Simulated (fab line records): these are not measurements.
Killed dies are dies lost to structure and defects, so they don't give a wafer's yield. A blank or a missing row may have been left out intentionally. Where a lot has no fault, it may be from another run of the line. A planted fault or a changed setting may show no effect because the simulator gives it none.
Which of the tools did it? | flow gf180mcu | 7 lots, 20 wafers sampled, at 2 steps of a route of 602

== WHAT THE GAUGES READ, wafer by wafer ==
GF_STI_THK_MEAS_24.
lot  | measured    | on           | STI_CVD_23_THK (nm)
L921 | day 2 08:13 | filmMetro-02 | 646 655 646
L923 | day 2 18:45 | filmMetro-01 | 654 660 655
L925 | day 3 04:47 | filmMetro-04 | 641 641 631
L928 | day 3 20:07 | filmMetro-04 | 645 637 639
L932 | day 4 17:42 | filmMetro-01 | 196 210
L939 | day 6 05:41 | filmMetro-02 | 655 637 643
L943 | day 7 02:10 | filmMetro-04 | 653 649 658

== TOOL THAT RAN EACH LOT (tool first, then ch and the chambers of the sampled wafers, then the start) ==
lot  | GF_STI_CVD_23
L921 | hdpcvd-02 ch 0,1, day 2 08:08
L923 | hdpcvd-02 ch 0,1,2, day 2 18:40
L925 | hdpcvd-01 ch 0,1,2, day 3 04:42
L928 | hdpcvd-02 ch 0,2, day 3 20:02
L932 | hdpcvd-01 ch 0,1, day 4 17:38
L939 | hdpcvd-02 ch 1,2, day 6 05:37
L943 | hdpcvd-02 ch 0,1,2, day 7 02:05
- GF_STI_CVD_23: deposits SiO2, target thk 650 nm, time 108.3 s.

== THE ANSWER, worked out from the rows above alone ==
Rule: what is usual is taken from the lots themselves. Put in order of their means at a reading, lots are off if they are a third of the lots or fewer, leave a main group of 4 or more, and stand apart from it by a gap of 3 or more times the standard deviation of the main group's means; of several such gaps the widest counts. A main group whose means are all the same, to the digits that the tables above print for the reading, isn't used. Also off: a lot with no number at a reading for which 4 or more lots have one. Any other lot the step has rows for is counted as sound.
Off: L932, seen at GF_STI_THK_MEAS_24 (STI_CVD_23_THK). Mean 647 nm and standard deviation 6.7 in the main group.
A tool fits if, at a process step before that reading, it ran every lot that is off, and no sound lot after the first of them. The gauges at GF_STI_THK_MEAS_24 are tried like those tools. 2 tools fit, hdpcvd-01 at GF_STI_CVD_23 and filmMetro-01 at GF_STI_THK_MEAS_24, so this cannot tell which one it is.

== WHAT HAD BEEN PUT IN BY THE SIMULATOR ==
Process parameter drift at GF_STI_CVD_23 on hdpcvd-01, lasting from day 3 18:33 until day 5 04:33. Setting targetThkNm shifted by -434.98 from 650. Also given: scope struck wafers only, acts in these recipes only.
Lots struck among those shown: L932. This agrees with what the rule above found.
